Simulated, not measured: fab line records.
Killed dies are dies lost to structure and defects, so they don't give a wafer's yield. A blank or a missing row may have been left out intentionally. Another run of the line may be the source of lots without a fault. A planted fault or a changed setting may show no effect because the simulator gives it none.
Which tool was responsible? ; flow gf180mcu ; 42 wafers from 14 lots sampled at 3 of the route's 602 steps

WHAT EACH GAUGE READ, for each wafer
GF_CONTACT_CD_MEAS_14 targets a cd of 220 nm.
lot;measured;on;cd_nm (nm)
L587;day 17 00:42;cd_sem-01;219.6 219.7 220.6
L588;day 17 04:19;cd_sem-02;219.3 220.6 218.4
L590;day 17 23:57;cd_sem-01;219.3 219.2 218.9
L592;day 18 23:02;cd_sem-01;219.8 221.1 219.8
L593;day 19 06:00;cd_sem-02;220.4 220.0 221.0
L594;day 19 12:51;cd_sem-02;220.7 220.7 222.0
L595;day 19 20:53;cd_sem-01;219.5 218.9 219.9
L596;day 20 12:15;cd_sem-02;220.0 221.3 220.9
L598;day 21 00:03;cd_sem-01;220.5 219.9 220.0
L599;day 21 07:53;cd_sem-02;222.5 221.9 221.0
L601;day 22 00:36;cd_sem-02;220.1 220.3 219.3
L602;day 22 15:10;cd_sem-02;219.4 218.7 219.0
L603;day 22 16:04;cd_sem-02;220.6 221.3 222.4
L604;day 22 22:31;cd_sem-01;221.2 219.2 219.8

GF_CONTACT_OVL_MEAS_15.
lot;measured;on;CONTACT_OVL (nm)
L587;day 17 00:49;overlay-01;2 2 -1
L588;day 17 04:26;overlay-02;-9 -1 -6
L590;day 18 00:02;overlay-01;-2 -7 -1
L592;day 18 23:08;overlay-01;7 2 12
L593;day 19 06:07;overlay-01;-3 1 -3
L594;day 19 12:58;overlay-01;-2 -4 -4
L595;day 19 20:59;overlay-02;-2 -6 1
L596;day 20 12:22;overlay-02;4 5 4
L598;day 21 00:10;overlay-02;-1 7 -2
L599;day 21 07:59;overlay-02;0 4 -2
L601;day 22 00:43;overlay-02;-3 1 -7
L602;day 22 15:16;overlay-02;-2 -2 -2
L603;day 22 16:10;overlay-01;-6 0 2
L604;day 22 22:38;overlay-01;-3 -2 1

WHICH TOOL RAN EACH LOT (tool, then ch and the chambers of the sampled wafers, then the start)
lot;GF_DUAL_GATE_DEVELOP_10
L587;litho_track-04 ch 0, day 9 01:43
L588;litho_track-02 ch 0, day 9 03:18
L590;litho_track-03 ch 0, day 9 17:49
L592;litho_track-04 ch 0, day 10 12:19
L593;litho_track-02 ch 0, day 10 17:06
L594;litho_track-02 ch 0, day 10 23:06
L595;litho_track-03 ch 0, day 11 05:41
L596;litho_track-04 ch 0, day 11 16:18
L598;litho_track-04 ch 0, day 12 02:00
L599;litho_track-04 ch 0, day 12 07:26
L601;litho_track-02 ch 0, day 12 22:48
L602;litho_track-04 ch 0, day 13 07:14
L603;litho_track-02 ch 0, day 13 11:22
L604;litho_track-02 ch 0, day 13 19:15
- GF_DUAL_GATE_DEVELOP_10: develop time 60 s.

WHAT THE TOOLS THEMSELVES READ (means of the sampled wafers that have a number; where no wafer has one, the mark that the record gives instead)
GF_DUAL_GATE_DEVELOP_10.
lot;tool;developer_temp_C (C)
L587;litho_track-04;22.93
L588;litho_track-02;22.91
L590;litho_track-03;22.91
L592;litho_track-04;23.04
L593;litho_track-02;22.91
L594;litho_track-02;22.93
L595;litho_track-03;22.90
L596;litho_track-04;22.95
L598;litho_track-04;23.04
L599;litho_track-04;23.07
L601;litho_track-02;23.05
L602;litho_track-04;23.06
L603;litho_track-02;21.84
L604;litho_track-02;22.08

THE ANSWER, worked out from the rows above alone
Rule: the usual values come from the lots themselves. Put in order of their means at a reading, lots are off if they are a third of the lots or fewer, leave a main group of 4 or more, and stand apart from it by a gap of 3 or more times the standard deviation of the main group's means; of several such gaps the widest counts. Not used: any main group whose means are identical at the precision the tables above print for the reading. A lot without any number at a reading at which 4 lots or more have one is off too. All remaining lots with rows at the step are treated as sound. After the gauges, taken in route order, come the tools' own readings; for these a lot's mean is taken, as printed above. At the first step where some lot is off, the reading lying furthest off is the one used; lots without a number count as furthest.
Off, at GF_DUAL_GATE_DEVELOP_10 on developer_temp_C: L603, L604. Mean 22.98 C and standard deviation 0.067 in the main group.
A tool fits if, at that step or a process step before it, it ran every lot that is off, and no sound lot after the first of them. One fits: litho_track-02 at GF_DUAL_GATE_DEVELOP_10. Its last sound lot is L601 (day 12 22:48), its first lot that is off L603 (day 13 11:22): a fault that began between those two fits.
The tool's own readings at GF_DUAL_GATE_DEVELOP_10 bear it out: on the lots that are off they differ by more than 5 times the standard deviation of the sound lots' means. developer_temp_C reads 21.96 C there against 22.98 C on the sound lots.

WHAT THE SIMULATOR HAD PUT IN
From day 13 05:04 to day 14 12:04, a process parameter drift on litho_track-02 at GF_DUAL_GATE_DEVELOP_10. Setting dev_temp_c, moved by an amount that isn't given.
Lots struck among those shown: L603, L604. The same result came from the rule above.
